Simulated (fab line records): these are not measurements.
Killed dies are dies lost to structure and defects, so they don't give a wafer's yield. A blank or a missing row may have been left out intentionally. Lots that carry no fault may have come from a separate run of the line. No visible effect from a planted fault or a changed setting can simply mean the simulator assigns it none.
A lot that was struck, set against a sound lot + flow sfq-line + 42 out of 325 route steps
Sound: these wafers, L119.1, L119.2, L119.3. Struck: wafer L123.2 (left out: L123.4, a lot-mate that was not struck); the cause follows at the end.
At each step with rows: each side's tool, then ch and its chambers, then its first start. Under that, the readings that differ: sound wafers + struck wafers + difference of the means + sigmas: that difference in standard deviations of wafers without a fault.
alike: words and numbers the same on both sides, and readings whose means are apart by under 2 such deviations; not compared: readings that were withheld, readings missing a value for some wafer, numbers with overlapping values and no deviation given by the record, and bounds like >300 which may hide the same value.
Wherever a step has rows on one side only, a row that says differs or no value, or a row with sigmas, the two part there. Numbers that don't overlap but have no deviation are shown without sigmas and don't part them. A reading missing from all wafers of one side parts the sides only when that side holds two or more wafers.

first, 6 steps without rows for these wafers: SFQ_TRILAYER_I1_VIA_LITHO_COAT_054 (resist thk 62 nm); SFQ_TRILAYER_I1_VIA_LITHO_COAT_049 (resist thk 650 nm); SFQ_TRILAYER_I1_VIA_LITHO_SOFTBAKE_053; SFQ_TRILAYER_I1_VIA_LITHO_EXPOSE_050 (exposes mask I1, target cd 500 nm); SFQ_TRILAYER_I1_VIA_LITHO_PEB_052 (peb time 60 s); SFQ_TRILAYER_I1_VIA_LITHO_DEVELOP_051 (time 60 s).
SFQ_I1_OVL_MEAS_913:
  struck on overlay-01, day 25 11:43; sound on overlay-01, day 24 19:39
  alike: I1_OVL
then, 1 step without rows for these wafers: SFQ_TRILAYER_I1_VIA_BARC_OPEN_VIA_ETCH_071 (etches BARC in O2, target depth 125 nm, time 41.7 s).
SFQ_TRILAYER_I1_VIA_ETCH_VIA_ETCH_052: etches SiO2 in CHF3, stops on Nb, target depth 260 nm.
  sound on rie-diel-01 ch 0,1,3, day 24 19:43; struck on rie-diel-03 ch 3, day 25 11:47
  alike: drypump-motor-current-A, oes-product-au
SFQ_TRILAYER_I1_VIA_STRIP_STRIP_053: strips in O2.
  sound on rie-metal-02 ch 0,1, day 24 19:50; struck on rie-metal-02 ch 0, day 25 11:55
| reading                     | sound       | struck | difference | sigmas |
|-----------------------------|-------------|--------|------------|--------|
| drypump-motor-current-A (A) | 5.2 6.5 5.2 | 6.5    | +0.9       | +2     |
  alike: oes-product-au
  not compared: rf-hours-counter-h
then, 2 steps without rows for these wafers: SFQ_TRILAYER_I1_VIA_STRIP_SOLV_CLEAN_054 (cleans in NMP, time 600 s); SFQ_TRILAYER_M2_DEP_PRE_CLEAN_056 (time 22.5 s).
SFQ_TRILAYER_M2_DEP_SPUTTER_055: material Nb, target thk 200 nm, time 133.3 s.
  struck on pvd-sputter-05, day 25 12:43; sound on pvd-sputter-05, day 24 20:38
| reading                                             | sound           | struck | difference | sigmas |
|-----------------------------------------------------|-----------------|--------|------------|--------|
| model.Nb_of_TRILAYER_M2_DEP_SPUTTER_055.thk-nm (nm) | 198 198.2 200.4 | 231.4  | +32.5      |        |
  alike: throttle-valve-pct
SFQ_M2_RS_MEAS_914: uses a four-point probe to measure.
  struck on film-metro-02, day 25 12:49; sound on film-metro-03, day 24 20:44
| reading           | sound             | struck | difference | sigmas |
|-------------------|-------------------|--------|------------|--------|
| M2_NB_RS (ohm/sq) | 0.897 0.898 0.887 | 0.768  | -0.126     | -14    |
then, 6 steps without rows for these wafers: SFQ_TRILAYER_M2_LITHO_COAT_062 (resist thk 62 nm); SFQ_TRILAYER_M2_LITHO_COAT_057 (resist thk 600 nm); SFQ_TRILAYER_M2_LITHO_SOFTBAKE_061; SFQ_TRILAYER_M2_LITHO_EXPOSE_058 (exposes mask M2, target cd 500 nm); SFQ_TRILAYER_M2_LITHO_PEB_060 (peb time 60 s); SFQ_TRILAYER_M2_LITHO_DEVELOP_059 (time 60 s).
-- the record jumps here: 6 days lie between the struck wafers' starts before and after --
SFQ_M2_OVL_MEAS_916:
  struck on overlay-02, day 31 07:26; sound on overlay-01, day 30 14:37
  alike: M2_OVL
SFQ_TRILAYER_M2_BARC_OPEN_METAL_ETCH_077: etches BARC in O2, target depth 125 nm, time 41.7 s.
  sound on rie-metal-04 ch 0,1, day 30 14:40; struck on rie-metal-03 ch 1, day 31 07:28
  alike: drypump-motor-current-A, oes-product-au
  not compared: rf-hours-counter-h
SFQ_TRILAYER_M2_ETCH_METAL_ETCH_060: etches Nb in Cl2/Ar, stops on SiO2, target depth 240 nm, time 120 s.
  sound on rie-metal-04 ch 0,1, day 30 14:43; struck on rie-metal-03 ch 1, day 31 07:31
| reading               | sound             | struck | difference | sigmas |
|-----------------------|-------------------|--------|------------|--------|
| oes-product-au (a.u.) | 0.880 0.894 0.895 | 0.978  | +0.088     | +13    |
  alike: drypump-motor-current-A
  not compared: rf-hours-counter-h
then, 2 steps without rows for these wafers: SFQ_TRILAYER_M2_STRIP_STRIP_061 (strips in O2); SFQ_TRILAYER_M2_STRIP_SOLV_CLEAN_062 (cleans in NMP, time 600 s).
SFQ_TRILAYER_I2_DEP_PECVD_063: deposits SiO2 from SiH4/N2O, time 111.11 s, target thk 500 nm.
  sound on pecvd-03 ch 0,1,2, day 30 15:37; struck on pecvd-04 ch 0, day 31 08:25
  alike: heater-power-w, throttle-valve-pct
then, 1 step without rows for these wafers: SFQ_TRILAYER_I2_CMP_CMP_064 (polishes SiO2).
SFQ_I2_BOW_MEAS_917:
  struck on film-metro-02, day 31 11:31; sound on film-metro-03, day 30 20:29
  alike: I2_BOW
SFQ_TRILAYER_I2_METRO_MEASURE_065:
  struck on film-metro-02, day 31 11:49; sound on film-metro-03, day 30 20:37
  alike: thk-nm
then, 6 steps without rows for these wafers: SFQ_TRILAYER_I2_VIA_LITHO_COAT_072 (resist thk 62 nm); SFQ_TRILAYER_I2_VIA_LITHO_COAT_067 (resist thk 650 nm); SFQ_TRILAYER_I2_VIA_LITHO_SOFTBAKE_071; SFQ_TRILAYER_I2_VIA_LITHO_EXPOSE_068 (exposes mask I2, target cd 500 nm); SFQ_TRILAYER_I2_VIA_LITHO_PEB_070 (peb time 60 s); SFQ_TRILAYER_I2_VIA_LITHO_DEVELOP_069 (time 60 s).
-- the record jumps here: 7 days lie between the struck wafers' starts before and after --
SFQ_I2_OVL_MEAS_918:
  struck on overlay-02, day 38 03:03; sound on overlay-01, day 31 00:04
  alike: I2_OVL
then, 5 steps without rows for these wafers: SFQ_TRILAYER_I2_VIA_BARC_OPEN_VIA_ETCH_096 (etches BARC in O2, target depth 125 nm, time 41.7 s); SFQ_TRILAYER_I2_VIA_ETCH_VIA_ETCH_070 (etches SiO2 in CHF3, stops on Nb, target depth 260 nm); SFQ_TRILAYER_I2_VIA_STRIP_STRIP_071 (strips in O2); SFQ_TRILAYER_I2_VIA_STRIP_SOLV_CLEAN_072 (cleans in NMP, time 600 s); SFQ_TRILAYER_M3_DEP_PRE_CLEAN_074 (time 22.5 s).
-- the record jumps here: 37 days lie between the struck wafers' starts before and after --
SFQ_M8_BOW_MEAS_951:
  struck on film-metro-03, day 75 00:39; sound on film-metro-02, day 70 20:44
| reading                 | sound                | struck | difference | sigmas |
|-------------------------|----------------------|--------|------------|--------|
| model.etest.m2.ohm-um   | 1.804 1.785 1.765    | 1.541  | -0.244     |        |
| model.etest.i1.link-ohm | 1.974 1.986 1.958    | 1.821  | -0.152     |        |
| model.etest.i2.link-ohm | 1.979 1.978 1.974    | 1.849  | -0.128     |        |
| model.etest.m2.ohm-sq   | 0.8984 0.8974 0.8874 | 0.7687 | -0.1257    |        |
  alike: M8_BOW

WHERE THEY PART
At SFQ_TRILAYER_I1_VIA_STRIP_STRIP_053 first; at SFQ_TRILAYER_M2_ETCH_METAL_ETCH_060 last (within this record only). Later steps at which nothing parts them and some readings are alike: SFQ_TRILAYER_I2_DEP_PECVD_063, SFQ_I2_BOW_MEAS_917, SFQ_TRILAYER_I2_METRO_MEASURE_065, SFQ_I2_OVL_MEAS_918, SFQ_M8_BOW_MEAS_951.

WHY: what had been put in by the simulator
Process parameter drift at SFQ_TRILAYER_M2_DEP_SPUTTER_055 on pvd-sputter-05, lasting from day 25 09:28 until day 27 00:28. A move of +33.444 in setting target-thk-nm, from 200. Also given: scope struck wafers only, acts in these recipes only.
